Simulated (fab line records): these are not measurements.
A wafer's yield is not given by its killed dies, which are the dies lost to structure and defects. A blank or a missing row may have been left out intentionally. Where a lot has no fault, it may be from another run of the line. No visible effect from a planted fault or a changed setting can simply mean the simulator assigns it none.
What tool caused it? | flow sky130 | 14 lots with 42 wafers sampled at 4 steps, on a route of 708 steps

== WHAT THE GAUGES SHOWED, per wafer ==
SKY_POLY_GATE_OVL_MEAS_14.
lot  | measured     | on         | POLY_GATE_OVL (nm)
L128 | day 16 20:35 | overlay-01 | -3 7 -3
L129 | day 17 06:44 | overlay-01 | 4 1 9
L135 | day 19 11:56 | overlay-01 | -3 3 0
L138 | day 20 18:02 | overlay-02 | -9 -7 -4
L139 | day 20 20:14 | overlay-02 | -3 1 -7
L141 | day 21 17:30 | overlay-01 | 4 -3 5
L143 | day 22 13:56 | overlay-01 | 6 2 3
L144 | day 23 02:19 | overlay-02 | -1 -1 1
L145 | day 23 04:35 | overlay-02 | -6 1 -4
L146 | day 23 05:55 | overlay-02 | 1 -2 0
L147 | day 23 12:44 | overlay-02 | -6 6 1
L148 | day 24 01:19 | overlay-02 | -7 -5 -7
L149 | day 24 04:58 | overlay-02 | -12 -11 -11
L150 | day 24 17:29 | overlay-02 | 11 -2 10

SKY_LDD_P_CD_MEAS_07: target cd 380 nm.
lot  | measured     | on        | cd nm (nm)
L128 | day 19 10:30 | cd sem-02 | 384 383 384
L129 | day 19 23:37 | cd sem-01 | 374 375 372
L135 | day 22 03:40 | cd sem-01 | 382 381 381
L138 | day 23 09:32 | cd sem-02 | 375 378 379
L139 | day 23 11:51 | cd sem-01 | 383 379 380
L141 | day 24 08:58 | cd sem-01 | 378 380 378
L143 | day 25 03:55 | cd sem-01 | 385 384 385
L144 | day 25 17:43 | cd sem-01 | 379 377 375
L145 | day 25 18:20 | cd sem-02 | 381 381 380
L146 | day 25 20:04 | cd sem-01 | 373 372 372
L147 | day 26 02:34 | cd sem-01 | 373 373 377
L148 | day 26 15:31 | cd sem-02 | 372 371 374
L149 | day 26 18:57 | cd sem-02 | 378 374 376
L150 | day 27 07:43 | cd sem-01 | 381 378 380

SKY_LDD_P_TW_MEAS_11.
lot  | measured     | on            | LDD_P_TW
L128 | day 19 10:55 | film metro-03 | 631 634 629
L129 | day 20 00:02 | film metro-01 | 642 643 643
L135 | day 22 04:04 | film metro-01 | 644 643 645
L138 | day 23 09:56 | film metro-03 | 632 631 631
L139 | day 23 12:15 | film metro-02 | 627 626 619
L141 | day 24 09:21 | film metro-02 | 625 621 624
L143 | day 25 04:19 | film metro-02 | 625 626 625
L144 | day 25 18:07 | film metro-01 | 640 644 642
L145 | day 25 18:44 | film metro-03 | 633 635 635
L146 | day 25 20:29 | film metro-02 | 628 626 629
L147 | day 26 02:56 | film metro-03 | 631 634 634
L148 | day 26 15:56 | film metro-01 | 642 641 640
L149 | day 26 19:22 | film metro-01 | 641 640 641
L150 | day 27 08:07 | film metro-03 | 629 633 634

== TOOL THAT RAN EACH LOT (tool first, then ch and the chambers of the sampled wafers, then the start) ==
lot  | SKY_POLY_GATE_COAT_07
L128 | litho track-03 ch 0, day 16 05:45
L129 | litho track-04 ch 0, day 16 15:58
L135 | litho track-03 ch 0, day 18 19:47
L138 | litho track-03 ch 0, day 20 02:21
L139 | litho track-04 ch 0, day 20 04:28
L141 | litho track-01 ch 0, day 21 01:25
L143 | litho track-04 ch 0, day 21 21:32
L144 | litho track-04 ch 0, day 22 10:34
L145 | litho track-03 ch 0, day 22 13:17
L146 | litho track-03 ch 0, day 22 15:03
L147 | litho track-04 ch 0, day 22 21:07
L148 | litho track-01 ch 0, day 23 09:37
L149 | litho track-03 ch 0, day 23 13:33
L150 | litho track-04 ch 0, day 24 01:41
- SKY_POLY_GATE_COAT_07: resist thk 110 nm.

== AS READ BY THE TOOLS THEMSELVES (means over the sampled wafers that have a number; for cases with no such wafer, the mark the record gives instead) ==
SKY_POLY_GATE_COAT_07.
lot  | tool           | spin speed rpm (rpm)
L128 | litho track-03 | 3000.8
L129 | litho track-04 | 3000.5
L135 | litho track-03 | 3048.3
L138 | litho track-03 | 3047.2
L139 | litho track-04 | 2998.7
L141 | litho track-01 | 3000.5
L143 | litho track-04 | 3001.7
L144 | litho track-04 | 3001.1
L145 | litho track-03 | 2997.3
L146 | litho track-03 | 3000.6
L147 | litho track-04 | 2999.7
L148 | litho track-01 | 3001.4
L149 | litho track-03 | 3000.3
L150 | litho track-04 | 2998.8

== THE ANSWER, worked out from the rows above alone ==
Rule: what is usual is taken from the lots themselves. Put in order of their means at a reading, lots are off if they are a third of the lots or fewer, leave a main group of 4 or more, and stand apart from it by a gap of 3 or more times the standard deviation of the main group's means; of several such gaps the widest counts. The tables above print the reading to a certain number of digits; a main group whose means all agree to those digits is not used. Also off: a lot with no number at a reading for which 4 or more lots have one. All remaining lots with rows at the step are treated as sound. After the gauges, taken in route order, come the tools' own readings; for these a lot's mean is taken, as printed above. At the first step where some lot is off, the reading lying furthest off is the one used; lots without a number count as furthest.
Off: L135, L138 (SKY_POLY_GATE_COAT_07, spin speed rpm). Main group: mean 3000.1 rpm, sd 1.2.
If a tool, at that step or one of the process steps before it, ran each lot that is off and ran no sound lot following the first of them, it fits. None of those tried fits.

== WHAT HAD BEEN PUT IN BY THE SIMULATOR ==
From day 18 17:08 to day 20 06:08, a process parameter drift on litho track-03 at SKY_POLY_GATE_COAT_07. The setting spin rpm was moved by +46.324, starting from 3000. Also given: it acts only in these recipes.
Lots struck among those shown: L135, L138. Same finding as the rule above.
